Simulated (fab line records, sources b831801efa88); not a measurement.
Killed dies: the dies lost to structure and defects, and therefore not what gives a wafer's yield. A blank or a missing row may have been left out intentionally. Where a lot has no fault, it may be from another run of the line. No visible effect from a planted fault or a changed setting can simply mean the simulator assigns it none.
A struck lot beside a sound one | flow gf180mcu | 16 steps out of a route of 602
Sound: the wafers L924.2, L924.4, L924.6. Struck: wafer L934.1. (L934.3, L934.6 of the same lot were not struck and are left out.) The cause comes at the end.
Order at every step that has rows: each side's tool, ch and its chambers, its first start. Under that, the readings that differ: sound wafers | struck wafers | difference of the means | sigmas: that difference in standard deviations of wafers without a fault.
alike: same words and numbers on both sides, and readings whose means sit less than 2 such deviations apart. not compared: any withheld reading, any reading some wafer has no value for, any bound like >300 that may hide the same value, and any number with overlapping values for which the record gives no deviation.
The two part at a step that has a row with sigmas, a row that says differs or no value, or rows on one side only. Numbers that have no deviation but don't overlap get no sigmas and don't part them. A reading missing from all wafers of one side parts the sides only when that side holds two or more wafers.

first, 2 steps without rows for these wafers: GF_M4_HMDS_08 (prime time 60 s); GF_M4_COAT_09 (resist thk 1000 nm).
GF_M4_SOFTBAKE_10: time 61.35 s.
  sound on litho track-04 ch 0, day 23 03:45; struck on litho track-04 ch 0, day 26 10:46
  alike: plate sensor t centre C, plate sensor t edge C
then, 3 steps without rows for these wafers: GF_M4_EXPOSE_11 (exposes mask Metal4, target cd 280 nm); GF_M4_PEB_12 (peb time 90 s); GF_M4_DEVELOP_13 (develop time 60 s).
GF_M4_CD_MEAS_14 targets a cd of 280 nm.
  sound: cd sem-02 at day 23 14:56; struck: cd sem-02 at day 26 21:22
  alike: cd nm
GF_M4_OVL_MEAS_15:
  sound: overlay-02 at day 23 15:02; struck: overlay-01 at day 26 21:29
  alike: M4_OVL
GF_M4_METAL_ETCH_16: etches the open film in Cl2/BCl3, stops on SiO2, target depth 627.5 nm, time 104.6 s.
  sound on rie metal-04 ch 0,1, day 23 15:04; struck on rie metal-01 ch 0, day 26 21:31
  reading               | sound             | struck | difference | sigmas
  oes product au (a.u.) | 0.986 0.971 0.992 | 0.966  | -0.017     | -3
  alike: drypump motor current A, rf fwd power W, throttle valve pct
  not compared: rf hours counter h
GF_M4_STRIP_17: strips in O2/N2.
  sound on plasma asher-04 ch 0, day 23 15:11; struck on plasma asher-01 ch 1, day 26 21:38
  reading                      | sound          | struck | difference | sigmas
  heater power w (W)           | 390 398 397    | 316    | -79        | -2
  strip time to endpoint s (s) | 7.92 7.86 7.83 | 7.98   | +0.11      | +2
  alike: drypump motor current A, oes product au
  not compared: rf hours counter h
then, 2 steps without rows for these wafers: GF_M4_STRIP_18 (strips in post etch residue remover, time 1200 s); GF_M4_CLEAN_19 (cleans in DIW).
GF_V4_CVD_00: deposits SiO2, target thk 600 nm, time 100 s.
  sound on hdpcvd-02 ch 0,1,2, day 23 15:53; struck on hdpcvd-02 ch 2, day 26 22:10
  reading                             | sound             | struck | difference | sigmas
  sih4 flow sccm (sccm)               | 59.90 59.61 60.01 | 71.82  | +11.98     | +70
  model.SiO2_of_V4_CVD_00.thk nm (nm) | 593.7 597 602.4   | 722    | +124       |
GF_V4_THK_MEAS_01:
  sound: film metro-04 at day 23 15:58; struck: film metro-04 at day 26 22:28
  reading            | sound       | struck | difference | sigmas
  V4_CVD_00_THK (nm) | 594 597 602 | 721    | +123       | +21
  not compared: hold
GF_V4_CVD_02: deposits SiO2 from TEOS, target thk 850 nm, time 94.851 s.
  sound on pecvd-03 ch 0,1, day 23 16:01; struck on pecvd-02 ch 2, day 27 03:13
  reading | sound | struck                   | difference                   | sigmas
  hold    | - - - | await dispo/4.5h/release | no value on the sound wafers |
  alike: heater power w, rf fwd power W
-- the record jumps here: 5 days lie between the struck wafers' starts before and after (it left off in module V4 and takes up again in module PASSIVATION, whose first step shown is number 602 of the route) --
GF_PASSIVATION_PROBE_99:
  record: rows for the struck wafers here (prober-01, day 32 02:08), none for the sound ones

WHERE THEY PART
At GF_M4_METAL_ETCH_16 first; at GF_PASSIVATION_PROBE_99 last (within this record only).

WHY: the cause the simulator had injected
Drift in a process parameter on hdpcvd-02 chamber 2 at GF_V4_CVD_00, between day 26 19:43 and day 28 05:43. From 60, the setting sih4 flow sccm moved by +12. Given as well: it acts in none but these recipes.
